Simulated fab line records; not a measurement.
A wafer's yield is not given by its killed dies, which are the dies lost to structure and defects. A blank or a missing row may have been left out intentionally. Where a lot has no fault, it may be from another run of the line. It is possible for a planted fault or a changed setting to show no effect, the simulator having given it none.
What tool caused it? | flow gf180mcu | 13 lots, 39 wafers sampled, at 2 steps of a route of 602

== WHAT THE GAUGES READ, wafer by wafer ==
GF_V2_THK_MEAS_25: measures by xrf.
lot  | measured     | on            | V2_W_THK (nm)
L134 | day 20 00:32 | film metro-04 | 348 345 341
L135 | day 20 04:28 | film metro-01 | 342 344 345
L136 | day 20 15:02 | film metro-04 | 336 339 336
L137 | day 21 08:26 | film metro-01 | 339 334 336
L146 | day 25 00:41 | film metro-03 | 340 347 348
L147 | day 25 10:11 | film metro-03 | 340 342 337
L148 | day 25 20:13 | film metro-03 | 340 336 343
L150 | day 26 06:14 | film metro-03 | 346 344 342
L151 | day 26 12:23 | film metro-03 | 338 337 338
L152 | day 26 12:50 | film metro-01 | 344 349 348
L153 | day 27 06:51 | film metro-04 | 340 341 339
L155 | day 27 07:50 | film metro-04 | 332 333 334
L157 | day 27 23:55 | film metro-03 | 337 338 337

GF_M3_OVL_MEAS_15.
lot  | measured     | on         | M3_OVL (nm)
L134 | day 21 01:12 | overlay-01 | -11 0 -4
L135 | day 21 04:59 | overlay-02 | 4 4 2
L136 | day 21 15:06 | overlay-01 | 0 -6 0
L137 | day 22 09:03 | overlay-01 | 2 7 4
L146 | day 25 22:35 | overlay-02 | 4 2 6
L147 | day 26 07:57 | overlay-02 | -4 -5 -6
L148 | day 26 17:53 | overlay-01 | -6 -7 -4
L150 | day 27 03:36 | overlay-01 | 2 -4 7
L151 | day 27 09:47 | overlay-02 | -4 -4 7
L152 | day 27 09:51 | overlay-01 | 8 0 0
L153 | day 28 04:08 | overlay-01 | -11 -6 -10
L155 | day 28 04:31 | overlay-02 | 3 8 1
L157 | day 28 20:05 | overlay-02 | 9 9 9

== EACH LOT AND THE TOOL THAT RAN IT (in order: tool; ch and the chambers of the sampled wafers; start) ==
There is no process step in the record ahead of these readings.

== WHAT THE TOOLS THEMSELVES READ (means of the sampled wafers that have a number; where no wafer has one, the mark that the record gives instead) ==
The record holds no such reading with a usual standard deviation.

== THE ANSWER, worked out from the rows above alone ==
Rule: usual is defined by the lots themselves. Put in order of their means at a reading, lots are off if they are a third of the lots or fewer, leave a main group of 4 or more, and stand apart from it by a gap of 3 or more times the standard deviation of the main group's means; of several such gaps the widest counts. Not used: any main group whose means are identical at the precision the tables above print for the reading. Also off: a lot with no number at a reading for which 4 or more lots have one. Any other lot the step has rows for is counted as sound. After the gauges, taken in route order, come the tools' own readings; for these a lot's mean is taken, as printed above. The first step at which some lot is off is used, and at that step the reading that is off furthest; a lot without a number counts as furthest.
Across all readings shown, no lot is off: no conclusion can be drawn from this.

== WHAT THE SIMULATOR HAD INSERTED ==
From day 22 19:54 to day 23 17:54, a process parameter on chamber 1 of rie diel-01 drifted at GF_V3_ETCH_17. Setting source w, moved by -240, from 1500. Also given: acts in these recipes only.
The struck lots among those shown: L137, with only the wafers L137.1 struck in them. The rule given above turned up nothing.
